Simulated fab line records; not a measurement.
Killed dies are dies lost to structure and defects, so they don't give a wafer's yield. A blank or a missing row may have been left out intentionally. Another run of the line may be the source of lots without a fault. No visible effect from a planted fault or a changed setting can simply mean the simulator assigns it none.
Which tool did it? | flow sky130 | Sampling: 14 lots, 41 wafers, 4 of 708 route steps

== WHAT EACH GAUGE READ, for each wafer ==
SKY_LDD_HVP_TW_MEAS_10.
lot  | measured     | on           | LDD_HVP_TW
L380 | day 19 21:41 | filmMetro-04 | 459 456 457
L381 | day 21 15:13 | filmMetro-04 | 459 456 457
L382 | day 22 11:58 | filmMetro-02 | 462 457 459
L383 | day 23 12:14 | filmMetro-02 | 458 461 456
L384 | day 23 12:52 | filmMetro-02 | 459 461
L395 | day 28 10:59 | filmMetro-01 | 450 450 452
L392 | day 28 11:32 | filmMetro-02 | 455 456 456
L394 | day 28 13:07 | filmMetro-02 | 454 457 458
L397 | day 28 13:54 | filmMetro-04 | 455 455 454
L399 | day 28 21:17 | filmMetro-04 | 457 455 456
L400 | day 29 13:19 | filmMetro-01 | 452 452 452
L401 | day 30 08:55 | filmMetro-04 | 458 459 459
L402 | day 30 10:23 | filmMetro-01 | 449 452 451
L403 | day 30 15:50 | filmMetro-04 | 455 457 456

SKY_METAL2_CD_MEAS_15 targets a cd of 140 nm.
lot  | measured     | on       | cdNm (nm)
L380 | day 33 23:45 | cdSem-02 | 138.8 139.3 137.7
L381 | day 35 02:16 | cdSem-01 | 139.8 138.6 140.0
L382 | day 35 20:01 | cdSem-01 | 138.6 140.2 139.4
L383 | day 36 16:28 | cdSem-01 | 138.0 138.1 138.0
L384 | day 36 18:22 | cdSem-02 | 138.7 139.7
L395 | day 40 21:49 | cdSem-01 | 140.1 142.3 141.6
L392 | day 40 23:42 | cdSem-01 | 138.4 137.5 138.0
L394 | day 41 00:03 | cdSem-01 | 140.8 139.7 139.5
L397 | day 41 01:47 | cdSem-02 | 139.1 138.7 139.4
L399 | day 41 04:04 | cdSem-02 | 137.5 138.4 138.2
L400 | day 41 18:55 | cdSem-02 | 142.9 143.4 142.4
L401 | day 42 13:13 | cdSem-01 | 140.0 140.0 140.5
L402 | day 42 15:13 | cdSem-02 | 140.3 138.9 139.3
L403 | day 42 19:19 | cdSem-01 | 141.7 141.9 140.8

== EACH LOT AND THE TOOL THAT RAN IT (in order: tool; ch and the chambers of the sampled wafers; start) ==
lot  | SKY_VIA1_SOFTBAKE_08             | SKY_VIA1_CVD_21
L380 | lithoTrack-02 ch 0, day 32 03:00 | cvdW-01 ch 0,1, day 32 23:53
L381 | lithoTrack-02 ch 0, day 33 12:00 | cvdW-01 ch 0,1, day 34 01:00
L382 | lithoTrack-02 ch 0, day 34 04:00 | cvdW-02 ch 0,1, day 34 16:18
L383 | lithoTrack-02 ch 0, day 34 23:00 | cvdW-01 ch 0,1, day 35 13:45
L384 | lithoTrack-02 ch 0, day 35 02:00 | cvdW-01 ch 1, day 35 15:59
L395 | lithoTrack-02 ch 0, day 39 07:00 | cvdW-02 ch 0,1, day 39 20:32
L392 | lithoTrack-02 ch 0, day 39 10:00 | cvdW-01 ch 0,1, day 39 23:11
L394 | lithoTrack-04 ch 0, day 39 10:00 | cvdW-02 ch 0,1, day 39 23:52
L397 | lithoTrack-04 ch 0, day 39 11:00 | cvdW-01 ch 0,1, day 40 01:52
L399 | lithoTrack-04 ch 0, day 39 13:00 | cvdW-01 ch 0,1, day 40 03:11
L400 | lithoTrack-02 ch 0, day 40 05:00 | cvdW-02 ch 0,1, day 40 18:01
L401 | lithoTrack-01 ch 0, day 40 23:00 | cvdW-01 ch 0,1, day 41 12:19
L402 | lithoTrack-04 ch 0, day 41 02:00 | cvdW-01 ch 0,1, day 41 15:02
L403 | lithoTrack-02 ch 0, day 41 06:00 | cvdW-01 ch 0,1, day 41 18:33
- SKY_VIA1_SOFTBAKE_08: time 90 s.
- SKY_VIA1_CVD_21: deposits W, target thk 270 nm, time 80.902 s.

== AS READ BY THE TOOLS THEMSELVES (means over the sampled wafers that have a number; for cases with no such wafer, the mark the record gives instead) ==
SKY_VIA1_SOFTBAKE_08.
lot  | tool          | runLengthS (s)
L380 | lithoTrack-02 | 119.11
L381 | lithoTrack-02 | 119.10
L382 | lithoTrack-02 | 125.32
L383 | lithoTrack-02 | 125.29
L384 | lithoTrack-02 | 128.34
L395 | lithoTrack-02 | 119.23
L392 | lithoTrack-02 | 119.19
L394 | lithoTrack-04 | 119.15
L397 | lithoTrack-04 | 119.16
L399 | lithoTrack-04 | 119.13
L400 | lithoTrack-02 | 119.17
L401 | lithoTrack-01 | 119.59
L402 | lithoTrack-04 | 119.07
L403 | lithoTrack-02 | 119.29

SKY_VIA1_CVD_21.
lot  | tool    | heaterPowerOuterW (W) | heaterPowerW (W)
L380 | cvdW-01 | 478                   | 782
L381 | cvdW-01 | 477                   | 775
L382 | cvdW-02 | 565                   | 888
L383 | cvdW-01 | 476                   | 770
L384 | cvdW-01 | 470                   | 774
L395 | cvdW-02 | 580                   | 899
L392 | cvdW-01 | 483                   | 789
L394 | cvdW-02 | 521                   | 810
L397 | cvdW-01 | 478                   | 775
L399 | cvdW-01 | 483                   | 788
L400 | cvdW-02 | 566                   | 914
L401 | cvdW-01 | 471                   | 798
L402 | cvdW-01 | 485                   | 790
L403 | cvdW-01 | 472                   | 784

== THE ANSWER, worked out from the rows above alone ==
Rule: usual is defined by the lots themselves. The widest of any qualifying gaps counts: lots, ordered by their means at a reading, are off when they make up no more than a third of the lots, leave a main group of 4 or more, and stand apart from it by 3 or more times the standard deviation of that group's means. The tables above print the reading to a certain number of digits; a main group whose means all agree to those digits is not used. A lot without any number at a reading at which 4 lots or more have one is off too. All remaining lots with rows at the step are treated as sound. Order of review: gauges by route order, followed by the tools' own readings, for which a lot's mean as printed above is used. At the first step where some lot is off, the reading lying furthest off is the one used; lots without a number count as furthest.
Off, at SKY_VIA1_SOFTBAKE_08 on runLengthS: L382, L383, L384. For the main group the mean is 119.20 s and the standard deviation 0.14.
A tool fits if, at that step or a process step before it, it ran every lot that is off, and no sound lot after the first of them. None of those tried fits.

== WHAT THE SIMULATOR PUT IN ==
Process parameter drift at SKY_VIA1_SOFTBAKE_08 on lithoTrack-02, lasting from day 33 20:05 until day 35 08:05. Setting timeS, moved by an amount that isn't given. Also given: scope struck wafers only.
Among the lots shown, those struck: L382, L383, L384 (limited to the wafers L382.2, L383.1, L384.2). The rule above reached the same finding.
